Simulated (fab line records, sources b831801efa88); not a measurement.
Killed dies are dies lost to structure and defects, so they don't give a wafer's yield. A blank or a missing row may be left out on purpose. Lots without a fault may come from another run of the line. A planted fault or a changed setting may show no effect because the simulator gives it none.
A struck lot beside a sound one | flow gf180mcu | 15 steps out of a route of 602
Sound: wafers L572.3, L572.4, L572.5. Struck: wafers L581.4, L581.5, L581.6. The cause comes at the end.
At each step with rows: each side's tool, then ch and its chambers, then its first start. Under that, the readings that differ: sound wafers | struck wafers | difference of the means | sigmas: that difference in standard deviations of wafers without a fault.
alike: readings whose means differ by less than 2 such deviations, and words and numbers that are the same on both sides. not compared: withheld readings, readings that some wafer has no value for, bounds like >300 that may hide the same value, and numbers for which the record gives no deviation and whose values overlap.
The two part at a step that has a row with sigmas, a row that says differs or no value, or rows on one side only. Numbers that don't overlap but have no deviation are shown without sigmas and don't part them. A reading that every wafer of one side lacks parts them only if that side has two wafers or more.

first, 5 steps without rows for these wafers: GF_V1_COAT_09 (resist thk 1000 nm); GF_V1_SOFTBAKE_10 (time 60 s); GF_V1_EXPOSE_11 (exposes mask Via1, target cd 260 nm); GF_V1_PEB_12 (peb time 90 s); GF_V1_DEVELOP_13 (develop time 60 s).
GF_V1_CD_MEAS_14: target cd 260 nm.
  sound on cd_sem-01, day 21 10:34; struck on cd_sem-01, day 24 07:51
  alike: cd_nm
GF_V1_OVL_MEAS_15:
  sound on overlay-02, day 21 10:40; struck on overlay-01, day 24 07:56
  alike: V1_OVL
GF_V1_ETCH_16: etches BARC in N2/H2.
  sound on rie_diel-04 ch 1,2, day 21 10:41; struck on rie_diel-04 ch 1,2, day 24 07:57
  alike: drypump_motor_current_A, oes_product_au, throttle_valve_pct
GF_V1_ETCH_17: etches SiO2 in C4F8/O2/Ar, stops on TiN, target depth 630 nm.
  sound on rie_diel-04 ch 1,2; struck on rie_diel-04 ch 1,2
  alike: oes_product_au
GF_V1_STRIP_18: strips in O2/N2.
  sound on plasma_asher-02 ch 0,1, day 21 10:51; struck on plasma_asher-04 ch 0,1, day 24 08:07
  alike: drypump_motor_current_A, heater_power_w, oes_product_au
  not compared: rf_hours_counter_h
then, 2 steps without rows for these wafers: GF_V1_STRIP_19 (strips in post etch residue remover, time 1200 s); GF_V1_CLEAN_20 (cleans in DIW).
GF_V1_SPUTTER_21: material Ti, target thk 15 nm, time 80.02 s.
  sound on pvd_sputter-04, day 21 11:21; struck on pvd_sputter-03, day 24 08:41
  reading                               | sound             | struck            | difference | sigmas
  model.Ti_of_V1_SPUTTER_21.thk_nm (nm) | 15.12 15.52 15.24 | 6.776 6.461 6.662 | -8.660     |
  alike: throttle_valve_pct
GF_V1_SPUTTER_22: material TiN, target thk 10 nm, time 40 s.
  sound on pvd_sputter-04, day 21 11:25; struck on pvd_sputter-03, day 24 08:44
  alike: throttle_valve_pct
then, 1 step without rows for these wafers: GF_PASSIVATION_PROBE_99.

WHERE THEY PART
Nowhere in this record.

WHY: what the simulator had put in
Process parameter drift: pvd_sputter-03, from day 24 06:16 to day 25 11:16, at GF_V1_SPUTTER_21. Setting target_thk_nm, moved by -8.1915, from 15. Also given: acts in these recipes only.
